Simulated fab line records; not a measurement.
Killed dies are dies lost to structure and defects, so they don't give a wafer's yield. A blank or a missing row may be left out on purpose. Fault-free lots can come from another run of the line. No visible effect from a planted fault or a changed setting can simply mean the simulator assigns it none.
Which tool is to blame? + flow gf180mcu + 33 wafers from 11 lots sampled at 6 of the route's 602 steps

== WHAT THE GAUGES SHOWED, per wafer ==
GF_POLY_GATE_CD_MEAS_10: target cd 280 nm.
| lot  | measured     | on        | cd nm (nm)        |
|------|--------------|-----------|-------------------|
| L801 | day 9 05:08  | cd sem-02 | 280.9 281.3 281.8 |
| L802 | day 9 10:04  | cd sem-02 | 279.4 279.8 280.0 |
| L803 | day 9 16:49  | cd sem-01 | 281.3 281.1 280.5 |
| L804 | day 10 00:44 | cd sem-02 | 281.1 281.9 281.2 |
| L805 | day 10 07:14 | cd sem-02 | 282.4 281.5 283.2 |
| L807 | day 11 00:01 | cd sem-01 | 279.0 280.6 279.7 |
| L808 | day 11 09:44 | cd sem-02 | 277.9 278.3 278.6 |
| L809 | day 11 19:14 | cd sem-01 | 279.7 280.9 281.0 |
| L811 | day 12 15:35 | cd sem-02 | 281.0 280.7 279.4 |
| L815 | day 13 13:46 | cd sem-02 | 277.5 277.8 277.7 |
| L816 | day 14 00:23 | cd sem-01 | 281.6 280.4 280.8 |

GF_HV_LDD_TW_MEAS_38.
| lot  | measured     | on            | HV_LDD_3_TW                   |
|------|--------------|---------------|-------------------------------|
| L801 | day 11 12:05 | film metro-03 | 1433 1427 1424                |
| L802 | day 11 16:11 | film metro-01 | 1452 1463 1467                |
| L803 | day 12 00:41 | film metro-01 | 1452 1457 1451                |
| L804 | day 12 12:05 | film metro-03 | 1424 1427 1428                |
| L805 | day 12 19:05 | film metro-01 | 1452 1453 1454                |
| L807 | day 13 17:59 | film metro-03 | 1414 1421 1422                |
| L808 | day 14 00:50 | film metro-04 | 1454 1457 1449                |
| L809 | day 14 13:14 | film metro-01 | 1467 1469 1459                |
| L811 | day 15 08:16 | film metro-03 | 1420 1427 1422                |
| L815 | day 16 15:02 | film metro-03 | 1345 1344 1341 1346 1342 1342 |
| L816 | day 16 23:56 | film metro-03 | 1343 1346 1347 1351 1350 1360 |

GF_HV_LDD_RS_MEAS_53: the measuring method here is four-point-probe.
| lot  | measured     | on            | HV_LDD_RS (ohm/sq)                  |
|------|--------------|---------------|-------------------------------------|
| L801 | day 12 06:09 | film metro-03 | 418.6 419.8 420.9                   |
| L802 | day 12 10:11 | film metro-01 | 417.8 419.0 417.3                   |
| L803 | day 12 19:14 | film metro-01 | 418.9 417.2 419.0                   |
| L804 | day 13 07:27 | film metro-03 | 419.5 420.5 418.7                   |
| L805 | day 13 14:44 | film metro-01 | 416.3 417.4 417.4                   |
| L807 | day 14 13:31 | film metro-01 | 418.2 418.2 418.6                   |
| L808 | day 14 21:46 | film metro-04 | 417.9 417.9 417.3                   |
| L809 | day 15 10:34 | film metro-01 | 418.4 419.1 418.3                   |
| L811 | day 16 06:23 | film metro-04 | 416.5 416.8 416.3                   |
| L815 | day 17 14:36 | film metro-03 | 429.8 429.4 430.1 429.7 429.1 431.3 |
| L816 | day 17 23:20 | film metro-01 | 430.3 429.9 429.9 430.9 430.0 429.1 |

== TOOL THAT RAN EACH LOT (tool first, then ch and the chambers of the sampled wafers, then the start) ==
| lot  | GF_VT_IMPLANT_STRIP_09              | GF_DUAL_GATE_STRIP_13                | GF_HV_LDD_IMPLANT_35            |
|------|-------------------------------------|--------------------------------------|---------------------------------|
| L801 | plasma asher-03 ch 0,1, day 5 15:04 | plasma asher-01 ch 0,1, day 8 08:30  | implanter-01 ch 0, day 11 11:41 |
| L802 | plasma asher-01 ch 1, day 5 20:52   | plasma asher-04 ch 1, day 8 13:23    | implanter-01 ch 0, day 11 15:48 |
| L803 | plasma asher-04 ch 0,1, day 6 02:25 | plasma asher-02 ch 0,1, day 8 20:57  | implanter-01 ch 0, day 12 00:18 |
| L804 | plasma asher-04 ch 0,1, day 6 08:37 | plasma asher-01 ch 0,1, day 9 04:25  | implanter-01 ch 0, day 12 11:41 |
| L805 | plasma asher-01 ch 0,1, day 6 15:25 | plasma asher-04 ch 0,1, day 9 11:12  | implanter-02 ch 0, day 12 18:42 |
| L807 | plasma asher-04 ch 0,1, day 7 04:13 | plasma asher-04 ch 0,1, day 10 01:54 | implanter-02 ch 0, day 13 17:35 |
| L808 | plasma asher-01 ch 1, day 7 11:34   | plasma asher-04 ch 0,1, day 10 09:42 | implanter-02 ch 0, day 14 00:26 |
| L809 | plasma asher-01 ch 0,1, day 7 16:13 | plasma asher-02 ch 0,1, day 10 17:59 | implanter-02 ch 0, day 14 12:20 |
| L811 | plasma asher-03 ch 0,1, day 8 07:05 | plasma asher-02 ch 0,1, day 11 13:20 | implanter-03 ch 0, day 15 07:53 |
| L815 | plasma asher-01 ch 0,1, day 9 06:07 | plasma asher-02 ch 0,1, day 12 11:27 | implanter-01 ch 0, day 16 14:38 |
| L816 | plasma asher-04 ch 0,1, day 9 14:58 | plasma asher-04 ch 0,1, day 12 22:54 | implanter-01 ch 0, day 16 23:33 |
- GF_VT_IMPLANT_STRIP_09: strips in O2/N2.
- GF_DUAL_GATE_STRIP_13: strips in O2/N2.
- GF_HV_LDD_IMPLANT_35

== AS READ BY THE TOOLS THEMSELVES (means over the sampled wafers that have a number; for cases with no such wafer, the mark the record gives instead) ==
GF_VT_IMPLANT_STRIP_09.
| lot  | tool            | drypump motor current A (A) | heater power w (W) | o2 flow sccm (sccm) | oes product au (a.u.) | strip time to endpoint s (s) |
|------|-----------------|-----------------------------|--------------------|---------------------|-----------------------|------------------------------|
| L801 | plasma asher-03 | 5.44                        | 332                | 3004                | 0.718                 | 12.61                        |
| L802 | plasma asher-01 | 5.84                        | 285                | 3005                | 0.716                 | 12.62                        |
| L803 | plasma asher-04 | 5.47                        | 294                | 3010                | 0.711                 | 12.63                        |
| L804 | plasma asher-04 | 5.52                        | 293                | 3000                | 0.719                 | 12.64                        |
| L805 | plasma asher-01 | 5.66                        | 311                | 3000                | 0.715                 | 12.60                        |
| L807 | plasma asher-04 | 5.50                        | 297                | 2988                | 0.717                 | 12.64                        |
| L808 | plasma asher-01 | 5.83                        | 286                | 3006                | 0.715                 | 12.69                        |
| L809 | plasma asher-01 | 5.65                        | 319                | 2998                | 0.716                 | 12.67                        |
| L811 | plasma asher-03 | 5.35                        | 340                | 2988                | 0.716                 | 12.62                        |
| L815 | plasma asher-01 | 5.48                        | 338                | 2997                | 0.714                 | 12.62                        |
| L816 | plasma asher-04 | 5.49                        | 297                | 2987                | 0.715                 | 12.71                        |

GF_DUAL_GATE_STRIP_13.
| lot  | tool            | drypump motor current A (A) | heater power w (W) | o2 flow sccm (sccm) | oes product au (a.u.) | strip time to endpoint s (s) |
|------|-----------------|-----------------------------|--------------------|---------------------|-----------------------|------------------------------|
| L801 | plasma asher-01 | 5.66                        | 310                | 2991                | 0.716                 | 12.69                        |
| L802 | plasma asher-04 | 5.43                        | 307                | 2998                | 0.718                 | 12.64                        |
| L803 | plasma asher-02 | 5.38                        | 320                | 3004                | 0.713                 | 12.60                        |
| L804 | plasma asher-01 | 5.46                        | 341                | 3000                | 0.718                 | 12.65                        |
| L805 | plasma asher-04 | 5.48                        | 299                | 3010                | 0.717                 | 12.61                        |
| L807 | plasma asher-04 | 5.56                        | 290                | 3004                | 0.718                 | 12.65                        |
| L808 | plasma asher-04 | 5.50                        | 291                | 3003                | 0.715                 | 12.58                        |
| L809 | plasma asher-02 | 5.41                        | 342                | 2998                | 0.721                 | 12.61                        |
| L811 | plasma asher-02 | 5.38                        | 321                | 3002                | 0.712                 | 12.60                        |
| L815 | plasma asher-02 | 5.43                        | 340                | 2992                | 0.712                 | 12.63                        |
| L816 | plasma asher-04 | 5.50                        | 296                | 2995                | 0.719                 | 12.71                        |

GF_HV_LDD_IMPLANT_35.
| lot  | tool         | dose ions cm2 | faraday current uA | rotation deg (degrees) |
|------|--------------|---------------|--------------------|------------------------|
| L801 | implanter-01 | 7.5e+12       | 42.1               | 180.01                 |
| L802 | implanter-01 | 7.5e+12       | 42.9               | 180.02                 |
| L803 | implanter-01 | 7.5e+12       | 41.4               | 179.99                 |
| L804 | implanter-01 | 7.5e+12       | 42.1               | 179.97                 |
| L805 | implanter-02 | 7.5e+12       | 42.9               | 180.04                 |
| L807 | implanter-02 | 7.5e+12       | 42.5               | 180.00                 |
| L808 | implanter-02 | 7.5e+12       | 42.8               | 180.00                 |
| L809 | implanter-02 | 7.5e+12       | 41.9               | 179.99                 |
| L811 | implanter-03 | 7.5e+12       | 41.8               | 179.98                 |
| L815 | implanter-01 | 3.2e+12       | 18.1               | 179.99                 |
| L816 | implanter-01 | 3.2e+12       | 17.9               | 180.05                 |

== THE ANSWER, worked out from the rows above alone ==
Rule: the lots themselves supply what counts as usual. Put in order of their means at a reading, lots are off if they are a third of the lots or fewer, leave a main group of 4 or more, and stand apart from it by a gap of 3 or more times the standard deviation of the main group's means; of several such gaps the widest counts. A main group whose means are all the same, to the digits that the tables above print for the reading, isn't used. Also off: a lot with no number at a reading for which 4 or more lots have one. All remaining lots with rows at the step are treated as sound. First the gauges in route order, then the tools' own readings, where a lot's mean is used as printed above. The first step at which some lot is off is used, and at that step the reading that is off furthest; a lot without a number counts as furthest.
Off: L815, L816, seen at GF_HV_LDD_TW_MEAS_38 (HV_LDD_3_TW). Main group: mean 1442, sd 17.
If a tool, at a process step before that reading, ran all the lots that are off and no sound lot after the first of them, it fits. Not tried: the gauges at GF_HV_LDD_TW_MEAS_38; whatever is off there is also off at GF_HV_LDD_IMPLANT_35, on other tools, and gauge error can't account for it. One candidate fits, namely implanter-01 at GF_HV_LDD_IMPLANT_35. Its last sound lot is L804 (day 12 11:41), its first lot that is off L815 (day 16 14:38): a fault that began between those two fits.
The tool's own readings at GF_HV_LDD_IMPLANT_35 bear it out: on the lots that are off they differ by more than 5 times the standard deviation of the sound lots' means. dose ions cm2 reads 3.2e+12 there against 7.5e+12 on the sound lots; faraday current uA reads 18.0 there against 42.3 on the sound lots.

== WHAT THE SIMULATOR PUT IN ==
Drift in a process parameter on implanter-01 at GF_HV_LDD_IMPLANT_35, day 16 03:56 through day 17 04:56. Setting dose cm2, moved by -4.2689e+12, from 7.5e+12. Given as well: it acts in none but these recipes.
Shown lots that were struck: L815, L816. The rule given above showed the same thing.
